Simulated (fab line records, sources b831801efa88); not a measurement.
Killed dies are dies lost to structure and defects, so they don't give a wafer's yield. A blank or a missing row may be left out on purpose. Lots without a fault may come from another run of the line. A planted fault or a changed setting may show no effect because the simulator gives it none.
fab line records | flow sky130 | part 2 of 2: steps 25 to 34 of 34
record lots=5 wafers=15 last_day=49
route steps=708 shown SONOS_ONO@171 GATE_OXIDE@187 POLY_GATE@204
lots that met no fault: from a run of the same line without faults
start_h: hours from the record's first day to the start of the lot's first wafer shown | wait_h: hours since the lot's step before | " the same as in the row above | L1.1+2: a row that stands for several wafers | - no value, or no start given | * or withheld: withheld | < > ~ a bound
route shown NAME@n: a module of which the file shows steps, and the number in the route of the first | usual: mean/standard deviation of fault-free wafers | same: alike in all rows | chamber/n: place in a boat | sites: the reading at each site | _std_site: their standard deviation | _edge_site: outer sites' mean less inner sites' | radius_mm: how far each site lies from the wafer's centre | mask NAME#n: copy n | behind: the tool/chamber that last shaped the wafer | hold: why the lot was held/for how many hours/how that ended | device: the transistor (n, p or np) that didn't switch | end of line: the same wafers' tests at the end of the route | a step without rows: its recipe alone | killed: dies lost to structure and defects at the first sort, not the wafer's yield | map: a wafer's dies, x killed, . not, _ none there
set.NAME: the setting as run; set.NAME@STEP: as run at that earlier step | model.NAME: the simulator's own value behind a step, which no gauge read
lots at some steps of the route; a table a step, a row a wafer
services: from which hour (start_h, from the record's first day; less than 0 if before it) a tool's chamber was out of use, for how many hours, and why
## steps
# step SKY_GATE_OXIDE_PEB_08
# recipe temp_c=withheld time_s=* resist=NOVOLAK
# usual exhaust_pa=45.1/0.75
# same time_s=*
# columns lot.wafer tool chamber start_h wait_h exhaust_pa
L078.1 litho_track-04 0 - - 44.8
L078.4 " 0 " " 44.7
L078.6 " 0 " " 44.3
L081.1 litho_track-01 0 - - 44.2
L081.2 " 0 " " 46.1
L081.3 " 0 " " 43.9
L082.2 litho_track-04 0 - - 45.6
L082.3 " 0 " " 44.0
L082.6 " 0 " " 43.8
L089.1 litho_track-04 0 - - 45.8
L089.2 " 0 " " 46.1
L089.5 " 0 " " 44.5
L095.1 litho_track-04 0 - - 44.7
L095.2 " 0 " " 46.4
L095.4 " 0 " " 45.8
# step SKY_GATE_OXIDE_DEVELOP_09
# recipe resist=NOVOLAK developer=TMAH develop_time_s=60 dev_temp_c=23
# usual exhaust_pa=45.0/0.86
# columns lot.wafer tool chamber start_h wait_h exhaust_pa
L078.1 litho_track-04 0 330.74 0.1 43.8
L078.4 " 0 " " 45.0
L078.6 " 0 " " 45.2
L081.1 litho_track-01 0 365.58 0.1 45.3
L081.2 " 0 " " 46.2
L081.3 " 0 " " 46.4
L082.2 litho_track-04 0 380.16 0.1 44.6
L082.3 " 0 " " 45.3
L082.6 " 0 " " 44.4
L089.1 litho_track-04 0 442.09 0.1 45.0
L089.2 " 0 " " 45.8
L089.5 " 0 " " 44.7
L095.1 litho_track-04 0 484.19 0.1 44.4
L095.2 " 0 " " 44.4
L095.4 " 0 " " 44.6
# step SKY_GATE_OXIDE_OVL_MEAS_10
# usual GATE_OXIDE_OVL=0.6/1.3
# columns lot.wafer tool chamber start_h wait_h GATE_OXIDE_OVL[nm]
L078.1 overlay-01 - 330.89 0.1 -1.3
L078.4 " - " " -0.4
L078.6 " - " " 0.4
L081.1 overlay-01 - 365.73 0.1 1.2
L081.2 " - " " -1.4
L081.3 " - " " 0.9
L082.2 overlay-02 - 380.30 0.1 2.7
L082.3 " - " " 2.3
L082.6 " - " " 2.2
L089.1 overlay-02 - 442.24 0.1 -1.8
L089.2 " - " " -0.5
L089.5 " - " " 0.3
L095.1 overlay-01 - 484.34 0.1 -0.7
L095.2 " - " " 1.1
L095.4 " - " " 1.7
# step SKY_GATE_OXIDE_IMPLANT_11
# recipe species=B energy_kev=10 dose_cm2=2.6e+12 tilt_deg=withheld
# usual beam_energy_keV=10.000/0.0031
# same implant_ion_amu=11
# columns lot.wafer tool chamber start_h wait_h beam_energy_keV
L078.1 implanter-01 0 330.93 0.0 10.002
L078.4 " 0 " " 9.999
L078.6 " 0 " " 10.000
L081.1 implanter-03 0 365.76 0.0 10.003
L081.2 " 0 " " 10.002
L081.3 " 0 " " 10.000
L082.2 implanter-03 0 380.35 0.0 9.995
L082.3 " 0 " " 10.002
L082.6 " 0 " " 10.005
L089.1 implanter-03 0 442.27 0.0 10.005
L089.2 " 0 " " 9.999
L089.5 " 0 " " 10.002
L095.1 implanter-04 0 484.37 0.0 10.001
L095.2 " 0 " " 9.997
L095.4 " 0 " " 9.996
# step SKY_GATE_OXIDE_WET_ETCH_12
# recipe chemistry=dHF target_depth_nm=16.8 dry=n2_spin target=SiO2 dilution=100:1 temp_c=25 time_s=336
# same time_s=336
# columns lot.wafer tool chamber start_h wait_h
L078.1+4+6 wet_bench-04 1 331.08 0.1
L081.1+2+3 wet_bench-04 3 365.91 0.1
L082.2+3+6 wet_bench-01 0 380.48 0.1
L089.1+2+5 wet_bench-03 2 442.42 0.1
L095.1+2+4 wet_bench-03 2 484.52 0.1
# step SKY_GATE_OXIDE_STRIP_13
# recipe chemistry=O2/N2 power_w=1400 pressure_mtorr=1500 platen_temp_c=withheld o2_flow_sccm=3000 n2_flow_sccm=300 overash_fraction=0.5
# usual drypump_motor_current_A=5.6/0.47 oes_product_au=0.716/0.0047 strip_time_to_endpoint_s=14.20/0.039
# same overash_fraction=0.5
# columns lot.wafer tool chamber start_h wait_h drypump_motor_current_A oes_product_au rf_hours_counter_h strip_time_to_endpoint_s
L078.1 plasma_asher-03 0 331.19 0.0 6.2 0.707 66 14.22
L078.4 " 0 " " 6.3 0.720 - 14.21
L078.6 " 1 " " 4.9 0.712 - 14.21
L081.1 plasma_asher-04 0 366.01 0.0 5.6 0.716 24 14.19
L081.2 " 1 " " 5.8 0.716 24 14.21
L081.3 " 0 " " 5.6 0.717 - 14.14
L082.2 plasma_asher-04 0 380.59 0.0 5.6 0.724 25 14.30
L082.3 " 1 " " 5.8 0.715 - 14.23
L082.6 " 0 " " 5.6 0.717 - 14.25
L089.1 plasma_asher-04 0 442.65 0.0 5.5 0.717 32 14.12
L089.2 " 1 " " 5.8 0.721 32 14.17
L089.5 " 1 " " 5.8 0.710 - 14.16
L095.1 plasma_asher-03 1 484.63 0.0 4.9 0.710 5 14.18
L095.2 " 0 " " 6.3 0.717 5 14.26
L095.4 " 0 " " 6.3 0.722 - 14.22
# step SKY_GATE_OXIDE_TW_MEAS_14
# usual GATE_OXIDE_TW=223.8/1.5
# columns lot.wafer tool chamber start_h wait_h GATE_OXIDE_TW
L078.1 film_metro-01 - 331.29 0.1 221.6
L078.4 " - " " 222.4
L078.6 " - " " 224.0
L081.1 film_metro-03 - 366.11 0.1 224.7
L081.2 " - " " 224.9
L081.3 " - " " 226.2
L082.2 film_metro-01 - 380.70 0.1 222.3
L082.3 " - " " 222.7
L082.6 " - " " 222.9
L089.1 film_metro-02 - 442.75 0.1 225.5
L089.2 " - " " 225.9
L089.5 " - " " 224.7
L095.1 film_metro-02 - 484.73 0.1 224.6
L095.2 " - " " 225.4
L095.4 " - " " 227.0
# step SKY_GATE_OXIDE_CLEAN_15
# recipe chemistry=SC1/SC2 mix=1:4:20 temp_c=70 time_s=150 dry=n2_spin
# same time_s=150
# columns lot.wafer tool chamber start_h wait_h
L078.1+4+6 wet_bench-01 3 331.35 0.1
L081.1+2+3 wet_bench-01 0 366.17 0.1
L082.2+3+6 wet_bench-04 3 380.75 0.0
L089.1+2+5 wet_bench-01 2 442.81 0.1
L095.1+2+4 wet_bench-01 3 484.79 0.1
# step SKY_GATE_OXIDE_OXIDATION_16
# recipe temp_c=800 ambient=O2 idle_temp_c=700 ramp_up_c_per_min=10 ramp_down_c_per_min=3 stabilise_s=600 purge_s=300 target_thk_a=35.7 ox_time_s=1915
# usual ox_temp_c_max=804.8/1.4 spike_tc_top_C=812.9/1 zone_power_centre_pct=14.18/0.14
# columns lot.wafer tool chamber start_h wait_h ox_temp_c_max spike_tc_top_C zone_power_centre_pct
L078.1 furnace-01 0 332.88 1.5 804.2 811.9 14.19
L078.4 " 0 " " 803.6 813.3 14.12
L078.6 " 0 " " 804.2 812.2 13.93
L081.1 furnace-01 0 367.67 1.4 805.9 813.0 14.25
L081.2 " 0 " " 804.2 812.9 14.33
L081.3 " 0 " " 804.7 813.9 14.06
L082.2 furnace-01 0 380.82 0.0 804.7 813.2 14.30
L082.3 " 0 " " 803.9 814.4 14.20
L082.6 " 0 " " 803.4 813.3 14.30
L089.1 furnace-02 0 444.22 1.4 808.0 812.0 14.19
L089.2 " 0 " " 805.7 811.6 14.12
L089.5 " 0 " " 807.0 813.0 14.25
L095.1 furnace-01 0 485.54 0.7 803.3 813.6 14.31
L095.2 " 0 " " 803.5 813.7 14.23
L095.4 " 0 " " 803.7 813.2 13.95
# step SKY_POLY_GATE_CVD_00
# recipe material=poly-Si target_thk_nm=180 temp_c=620 time_s=720 pressure_mtorr=200
# usual spike_tc_top_C=635.6/1.6 zone_power_centre_pct=9.4/0.43
# same time_s=720
# columns lot.wafer tool chamber start_h wait_h spike_tc_top_C zone_power_centre_pct
L078.1 lpcvd-01 1 334.41 0.0 636.6 9.1
L078.4 " 1 " " 637.3 9.0
L078.6 " 1 " " 638.1 9.0
L081.1 lpcvd-01 1 369.20 0.0 637.1 9.1
L081.2 " 1 " " 637.6 9.1
L081.3 " 1 " " 637.5 8.9
L082.2 lpcvd-01 1 382.35 0.0 635.8 8.9
L082.3 " 1 " " 637.1 9.0
L082.6 " 1 " " 636.6 9.1
L089.1 lpcvd-01 0 445.75 0.0 633.4 9.9
L089.2 " 0 " " 633.5 9.9
L089.5 " 0 " " 632.9 9.9
L095.1 lpcvd-01 0 487.07 0.0 635.8 10.0
L095.2 " 0 " " 635.1 10.0
L095.4 " 0 " " 635.1 9.8
## services
# columns tool chamber start_h hours kind
furnace-01 - 259.33 3.6 pm
wet_bench-03 - 263.86 3.2 repair
furnace-02 - 268.13 4.1 pm
lpcvd-01 - 268.86 4.5 repair
iline_stepper-01 - 270.55 5.6 repair
iline_stepper-02 - 276.83 1.7 pm
furnace-01 - 283.79 5.0 pm
rie_diel-03 - 286.21 14.6 pm
implanter-03 - 294.63 1.0 repair
iline_stepper-01 - 297.73 1.7 pm
rie_diel-03 - 307.00 1.7 repair
plasma_asher-04 - 309.93 2.8 pm
implanter-03 - 331.24 1.9 repair
implanter-03 - 354.70 3.4 pm
wet_bench-04 - 381.29 0.7 repair
iline_stepper-02 - 392.06 0.5 repair
furnace-01 - 397.63 3.7 pm
plasma_asher-03 - 421.28 9.0 pm
iline_stepper-01 - 421.95 4.3 pm
wet_bench-03 - 425.42 2.7 repair
implanter-03 - 437.06 1.8 pm
furnace-02 - 437.16 5.3 pm
implanter-03 - 449.85 2.4 repair
wet_bench-01 - 479.02 0.6 repair
